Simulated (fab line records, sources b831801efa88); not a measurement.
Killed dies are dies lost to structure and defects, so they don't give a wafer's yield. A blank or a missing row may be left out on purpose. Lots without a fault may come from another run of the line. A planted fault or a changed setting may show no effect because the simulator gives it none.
Which tool did it? | flow gf180mcu | 13 lots, 39 wafers sampled, at 4 steps of a route of 602

WHAT THE GAUGES READ, wafer by wafer
GF_VT_IMPLANT_TW_MEAS_43. Usual: VT_IMPLANT_4_TW 690, standard deviation 11.
lot  | measured     | on            | VT_IMPLANT_4_TW | flag
L481 | day 7 16:53  | film_metro-04 | 704 702 704     |
L482 | day 8 01:29  | film_metro-02 | 680 677 675     |
L483 | day 8 10:17  | film_metro-04 | 695 696 698     |
L484 | day 8 13:29  | film_metro-04 | 701 693 698     |
L485 | day 8 17:41  | film_metro-02 | 678 673 680     |
L486 | day 8 18:16  | film_metro-02 | 679 677 676     |
L492 | day 10 14:41 | film_metro-04 | 702 709 707     |
L498 | day 12 07:14 | film_metro-01 | 684 683 683     |
L500 | day 12 20:41 | film_metro-01 | 686 685 685     |
L501 | day 13 02:50 | film_metro-01 | 681 683 681     |
L502 | day 13 11:50 | film_metro-04 | 701 702 701     |
L503 | day 13 17:15 | film_metro-04 | 703 704 699     |
L504 | day 14 02:19 | film_metro-04 | 698 701 704     |

GF_POLY_GATE_THK_MEAS_01. Usual: POLY_GATE_CVD_00_THK 199.9 nm, standard deviation 1.8.
lot  | measured     | on            | POLY_GATE_CVD_00_THK (nm) | flag
L481 | day 8 15:26  | film_metro-02 | 198.5 198.3 198.0         |
L482 | day 9 00:52  | film_metro-02 | 200.6 198.4 198.7         |
L483 | day 9 09:42  | film_metro-04 | 198.8 199.9 199.6         |
L484 | day 9 13:07  | film_metro-04 | 201.7 202.4 202.4         |
L485 | day 9 17:58  | film_metro-02 | 200.4 199.1 200.5         |
L486 | day 9 17:59  | film_metro-04 | 200.1 200.0 199.0         |
L492 | day 11 14:25 | film_metro-04 | 197.9 198.3 197.5         |
L498 | day 13 08:13 | film_metro-03 | 199.8 200.5 201.1         |
L500 | day 13 23:49 | film_metro-02 | 198.6 198.8 200.3         |
L501 | day 14 05:06 | film_metro-03 | 201.8 201.1 202.0         |
L502 | day 14 13:28 | film_metro-03 | 199.1 199.3 198.8         |
L503 | day 14 21:52 | film_metro-03 | 201.7 199.8 200.4         |
L504 | day 15 04:46 | film_metro-02 | 196.3 197.7 197.2         |

GF_SAB_THK_MEAS_01. Usual: SAB_CVD_00_THK 50.1 nm, standard deviation 0.79.
lot  | measured     | on            | SAB_CVD_00_THK (nm) | flag
L481 | day 14 09:40 | film_metro-01 | 50.0 50.5 50.6      |
L482 | day 14 19:46 | film_metro-03 | 49.4 49.3 50.0      |
L483 | day 15 08:15 | film_metro-02 | 49.3 49.9 49.6      |
L484 | day 15 10:56 | film_metro-03 | 48.6 49.6 48.2      |
L485 | day 15 19:10 | film_metro-03 | 49.6 50.4 50.3      |
L486 | day 15 21:53 | film_metro-02 | 50.6 50.8 51.2      |
L492 | day 17 22:55 | film_metro-03 | 50.4 50.2 50.0      |
L498 | day 20 05:23 | film_metro-03 | 49.9 50.2 50.3      |
L500 | day 20 22:10 | film_metro-02 | 50.4 49.0 52.1      |
L501 | day 21 04:22 | film_metro-03 | 49.5 49.8 49.0      |
L502 | day 21 15:35 | film_metro-01 | 48.2 49.7 49.9      |
L503 | day 22 01:10 | film_metro-03 | 50.8 50.4 51.9      |
L504 | day 22 07:44 | film_metro-01 | 50.6 49.7 51.2      |

WHICH TOOL RAN EACH LOT (tool, then ch and the chambers of the sampled wafers, then the start)
lot  | GF_STI_WET_ETCH_20
L481 | wet_bench-03 ch 3, day 2 02:01
L482 | wet_bench-01 ch 0, day 2 11:13
L483 | wet_bench-03 ch 3, day 2 16:40
L484 | wet_bench-02 ch 3, day 2 21:36
L485 | wet_bench-02 ch 2, day 2 23:40
L486 | wet_bench-02 ch 2, day 3 03:18
L492 | wet_bench-01 ch 0, day 4 11:28
L498 | wet_bench-03 ch 1, day 5 18:49
L500 | wet_bench-02 ch 0, day 6 03:31
L501 | wet_bench-01 ch 0, day 6 08:32
L502 | wet_bench-02 ch 0, day 6 14:25
L503 | wet_bench-02 ch 3, day 6 20:06
L504 | wet_bench-02 ch 2, day 7 00:07
- GF_STI_WET_ETCH_20: etches SiO2 in dHF, target depth 20 nm, time 400 s.

WHAT THE TOOLS THEMSELVES READ (means of the sampled wafers that have a number; where no wafer has one, the mark that the record gives instead)
GF_STI_WET_ETCH_20. Usual: run_length_s 428 s, standard deviation 3.9; temp_c 25.01 C, standard deviation 0.11.
lot  | tool         | run_length_s (s) | temp_c (C) | flag
L481 | wet_bench-03 | 424              | 24.98      |
L482 | wet_bench-01 | 425              | 25.04      |
L483 | wet_bench-03 | 424              | 24.95      |
L484 | wet_bench-02 | 428              | 24.92      |
L485 | wet_bench-02 | 426              | 24.99      |
L486 | wet_bench-02 | 412              | 24.95      | OFF
L492 | wet_bench-01 | 425              | 25.02      |
L498 | wet_bench-03 | 434              | 24.92      |
L500 | wet_bench-02 | 427              | 25.01      |
L501 | wet_bench-01 | 433              | 25.01      |
L502 | wet_bench-02 | 428              | 24.95      |
L503 | wet_bench-02 | 434              | 24.92      |
L504 | wet_bench-02 | 433              | 25.02      |

THE ANSWER, worked out from the rows above alone
Rule: a lot is off if the mean of its wafers that have a number lies more than 3 standard deviations from the usual mean. A lot without any number at a reading at which 4 lots or more have one is off too. The other lots that the step has rows for count as sound. The gauges are gone through in route order, then the tools' own readings, and for those a lot's mean is taken as printed above. The first step at which some lot is off is used, and at that step the reading that is off furthest; a lot without a number counts as furthest.
Off: L486, at GF_STI_WET_ETCH_20 (run_length_s).
A tool fits if, at that step or a process step before it, it ran every lot that is off, and no sound lot after the first of them. None of those tried fits.

WHAT THE SIMULATOR HAD PUT IN
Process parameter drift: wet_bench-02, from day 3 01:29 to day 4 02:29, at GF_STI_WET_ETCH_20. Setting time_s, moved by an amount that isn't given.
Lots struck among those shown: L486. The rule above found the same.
